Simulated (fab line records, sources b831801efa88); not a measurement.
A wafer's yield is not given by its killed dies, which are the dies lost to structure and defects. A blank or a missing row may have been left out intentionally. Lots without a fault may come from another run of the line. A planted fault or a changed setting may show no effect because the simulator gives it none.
Check for tools in common | flow gf180mcu | 12 lots and 39 wafers in the sample

== WHY THIS WAS OPENED ==
1 of 12 lots carry a flag on the reading HV_LDD_2_TW at GF_HV_LDD_TW_MEAS_23. Wafers without a fault read 1055, standard deviation 4.9.
Rule: a lot gets a flag if all its wafers with a number sit over 4 standard deviations from that mean, or if no wafer of it has a number. The rest of the lots are taken to be sound.

lot  | measured     | on            | HV_LDD_2_TW, wafer by wafer | flag
L671 | day 11 05:25 | film-metro-01 | 1045 1050 1048              |
L672 | day 11 17:22 | film-metro-01 | 1043 1049 1047              |
L674 | day 12 06:50 | film-metro-04 | 1062 1061 1064              |
L675 | day 12 12:37 | film-metro-02 | 1053 1051 1056              |
L681 | day 14 10:57 | film-metro-02 | 30 30 30 30 30 30           | FLAGGED
L685 | day 15 21:23 | film-metro-02 | 1047 1054 1047              |
L687 | day 16 12:32 | film-metro-04 | 1058 1062 1064              |
L686 | day 16 12:37 | film-metro-02 | 1055 1053 1049              |
L690 | day 17 17:54 | film-metro-04 | 1060 1058 1055              |
L691 | day 17 18:07 | film-metro-02 | 1051 1050 1055              |
L692 | day 18 05:37 | film-metro-04 | 1061 1051 1061              |
L693 | day 18 15:26 | film-metro-02 | 1053 1056 1052              |
Flagged lots average 30: -1025 relative to the usual, that is -99 or more standard deviations.

== WHICH TOOL EACH LOT WENT THROUGH ==
The record keeps 1 process step preceding the reading, out of 602 steps on the route. Read each cell as the tool, then ch plus the chambers that the sampled wafers visited, then the start.
lot  | flag    | GF_HV_LDD_EXPOSE_16
L671 |         | iline-stepper-01 ch 0, day 10 20:04
L672 |         | iline-stepper-02 ch 0, day 11 07:50
L674 |         | iline-stepper-01 ch 0, day 11 20:51
L675 |         | iline-stepper-02 ch 0, day 12 02:43
L681 | FLAGGED | iline-stepper-02 ch 0, day 14 00:42
L685 |         | iline-stepper-02 ch 0, day 15 10:04
L687 |         | iline-stepper-02 ch 0, day 16 00:41
L686 |         | iline-stepper-01 ch 0, day 16 00:57
L690 |         | iline-stepper-02 ch 0, day 17 05:52
L691 |         | iline-stepper-02 ch 0, day 17 06:01
L692 |         | iline-stepper-02 ch 0, day 17 17:21
L693 |         | iline-stepper-02 ch 0, day 18 03:17
What is done by these steps:
- GF_HV_LDD_EXPOSE_16: exposes mask Pplus LV AREA, target cd 400 nm.
- GF_HV_LDD_TW_MEAS_23

== FLAGGED OVER TOTAL, TOOL BY TOOL (the gauges that took the reading come last) ==
step                 | tool             | lots run | flagged | share of the flagged lots | sound lots run after its first flagged lot
GF_HV_LDD_EXPOSE_16  | iline-stepper-01 | 3        | 0       | none                      | -
GF_HV_LDD_EXPOSE_16  | iline-stepper-02 | 9        | 1       | all                       | 6 (L685,L687,L690,L691,L692,L693)
GF_HV_LDD_TW_MEAS_23 | film-metro-01    | 2        | 0       | none                      | -
GF_HV_LDD_TW_MEAS_23 | film-metro-02    | 6        | 1       | all                       | 4 (L685,L686,L691,L693)
GF_HV_LDD_TW_MEAS_23 | film-metro-04    | 4        | 0       | none                      | -

== WHAT THE TABLE ALLOWS ==
iline-stepper-02 at GF_HV_LDD_EXPOSE_16 and film-metro-02 at GF_HV_LDD_TW_MEAS_23 are the 2 rows of the table that ran each flagged lot.
- iline-stepper-02 at GF_HV_LDD_EXPOSE_16 ran 9 lots, 1 of them flagged. Lots that were sound ran on it after the first flagged one (L685, L687, L690, L691, L692, L693); a persistent fault on the entire tool would not allow that.
- film-metro-02 at GF_HV_LDD_TW_MEAS_23 ran 6 lots, 1 of them flagged. Lots that were sound ran on it after the first flagged one (L685, L686, L691, L693); a persistent fault on the entire tool would not allow that.
There is no row in the table that ran each flagged lot and no sound lot after the first.

== WHAT THE SIMULATOR HAD INSERTED ==
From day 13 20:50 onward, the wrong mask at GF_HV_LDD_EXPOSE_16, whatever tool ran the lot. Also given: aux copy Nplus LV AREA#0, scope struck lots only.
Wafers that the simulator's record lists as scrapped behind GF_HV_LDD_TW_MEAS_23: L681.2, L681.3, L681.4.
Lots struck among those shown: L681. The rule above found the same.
